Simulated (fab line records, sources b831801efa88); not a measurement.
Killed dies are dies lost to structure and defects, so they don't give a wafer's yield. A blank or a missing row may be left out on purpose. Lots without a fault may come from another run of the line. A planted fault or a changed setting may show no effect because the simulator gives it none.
A struck lot beside a sound one | flow gf180mcu | 14 steps out of a route of 602
Sound: wafers L643.1, L643.3, L643.4. Struck: wafers L640.4, L640.5, L640.6. The cause comes at the end.
At each step with rows: each side's tool, then ch and its chambers, then its first start. Under that, the readings that differ: sound wafers | struck wafers | difference of the means | sigmas: that difference in standard deviations of wafers without a fault.
alike: readings whose means differ by less than 2 such deviations, and words and numbers that are the same on both sides. not compared: withheld readings, readings that some wafer has no value for, bounds like >300 that may hide the same value, and numbers for which the record gives no deviation and whose values overlap.
The two part at a step that has a row with sigmas, a row that says differs or no value, or rows on one side only. Numbers that don't overlap but have no deviation are shown without sigmas and don't part them. A reading that every wafer of one side lacks parts them only if that side has two wafers or more.

GF_V5_THK_MEAS_01:
  sound on film_metro-01, day 32 07:25; struck on film_metro-04, day 31 16:15
  alike: V5_CVD_00_THK
GF_V5_CVD_02: deposits SiO2 from TEOS, target thk 1450 nm, time 163.28 s.
  sound on pecvd-03 ch 0,1, day 32 07:28; struck on pecvd-01 ch 0,1,2, day 31 16:20
  alike: heater_power_w
  not compared: since_wet_clean_h
GF_V5_THK_MEAS_03:
  sound on film_metro-01, day 32 07:35; struck on film_metro-02, day 31 16:25
  reading            | sound          | struck         | difference | sigmas
  V5_CVD_02_THK (nm) | 1406 1412 1432 | 1469 1450 1459 | +43        | +3
GF_V5_CMP_04: polishes SiO2.
  sound on cmp-02 ch 0,1,2, day 32 07:52; struck on cmp-01 ch 0,1,3, day 31 16:32
  alike: motor_current_A
GF_V5_BOW_MEAS_05:
  sound on film_metro-01, day 32 08:10; struck on film_metro-02, day 31 16:48
  alike: V5_BOW
then, 7 steps without rows for these wafers: GF_V5_DEHYDRATE_06 (time 60 s); GF_V5_HMDS_07 (prime time 60 s); GF_V5_COAT_08; GF_V5_COAT_09 (resist thk 1000 nm); GF_V5_SOFTBAKE_10 (time 60 s); GF_V5_EXPOSE_11 (exposes mask Via5, target cd 260 nm); GF_V5_PEB_12 (peb time 90 s).
GF_V5_DEVELOP_13: develop time 60 s.
  sound on litho_track-04 ch 0, day 33 00:13; struck on litho_track-04, day 32 09:47
  no value came back on the struck wafers for chill_plate_temp_C (C), develop_time_s (s); on the sound wafers chill_plate_temp_C (C) reads 22.94 22.96 23.15
  reading                             | sound             | struck          | difference | sigmas
  model.KrF_of_V5_COAT_09.thk_nm (nm) | 977.1 981.1 975.3 | 1000 998.2 1002 | +22        |
GF_V5_CD_MEAS_14: target cd 260 nm.
  sound on cd_sem-02, day 33 00:22; struck on cd_sem-02, day 32 09:56
  reading    | sound             | struck | difference                    | sigmas
  cd_nm (nm) | 260.6 258.9 259.9 | - - -  | no value on the struck wafers |

WHERE THEY PART
First at GF_V5_THK_MEAS_03; last, within this record, at GF_V5_CD_MEAS_14.

WHY: what the simulator had put in
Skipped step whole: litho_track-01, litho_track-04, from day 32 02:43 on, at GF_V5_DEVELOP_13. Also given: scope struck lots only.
